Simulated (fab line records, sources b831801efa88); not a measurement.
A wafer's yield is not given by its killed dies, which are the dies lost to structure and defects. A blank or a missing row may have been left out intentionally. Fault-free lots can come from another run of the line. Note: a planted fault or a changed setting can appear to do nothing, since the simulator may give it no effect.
Chamber matching / flow sky130 / 4 sister chambers for SKY_POLY_GATE_ETCH_17 on rieSi-01
The step etches poly-Si in HBr/Cl2, stops on SiO2, target depth 180 nm, time 70.5 s. 4 wafers are shown with their chamber, then 12 later ones without.

## WAFERS, EACH WITH ITS CHAMBER
wafer=L088.1; chamber=3; drypumpMotorCurrentA (A)=5.6
wafer=L088.3; chamber=0; drypumpMotorCurrentA (A)=4.7
wafer=L088.5; chamber=1; drypumpMotorCurrentA (A)=6.1
wafer=L088.6; chamber=2; drypumpMotorCurrentA (A)=5.3

## WAFERS WITHOUT THEIR CHAMBER
wafer=L090.1; drypumpMotorCurrentA (A)=6.2
wafer=L090.3; drypumpMotorCurrentA (A)=4.7
wafer=L090.6; drypumpMotorCurrentA (A)=6.1
wafer=L092.2; drypumpMotorCurrentA (A)=5.3
wafer=L092.3; drypumpMotorCurrentA (A)=5.6
wafer=L092.5; drypumpMotorCurrentA (A)=6.2
wafer=L095.1; drypumpMotorCurrentA (A)=5.3
wafer=L095.2; drypumpMotorCurrentA (A)=4.7
wafer=L095.4; drypumpMotorCurrentA (A)=5.6
wafer=L096.1; drypumpMotorCurrentA (A)=6.2
wafer=L096.4; drypumpMotorCurrentA (A)=5.3
wafer=L096.5; drypumpMotorCurrentA (A)=4.8

## THE CHAMBER EACH PASSED THROUGH
wafer=L090.1; from the rows above=1; in truth=1
wafer=L090.3; from the rows above=0; in truth=0
wafer=L090.6; from the rows above=1; in truth=1
wafer=L092.2; from the rows above=2; in truth=2
wafer=L092.3; from the rows above=3; in truth=3
wafer=L092.5; from the rows above=1; in truth=1
wafer=L095.1; from the rows above=2; in truth=2
wafer=L095.2; from the rows above=0; in truth=0
wafer=L095.4; from the rows above=3; in truth=3
wafer=L096.1; from the rows above=1; in truth=1
wafer=L096.4; from the rows above=2; in truth=2
wafer=L096.5; from the rows above=0; in truth=0
12 of 12 placed correctly. Can't be placed from these rows: 0. 0 placed wrongly.
How it was worked out, from the rows above alone: a wafer's distance from a chamber is the root of the sum, over the readings, of the square of ((its reading less the chamber's mean) divided by the reading's scatter). The wafer belongs to the nearest chamber; if the next one is less than 2 further off, it can't be placed. The mean given for a chamber averages the wafers shown for that chamber. The scatter: with one shown wafer a chamber, the root of the mean of the squares of how far each hidden wafer lies from its nearest shown one.
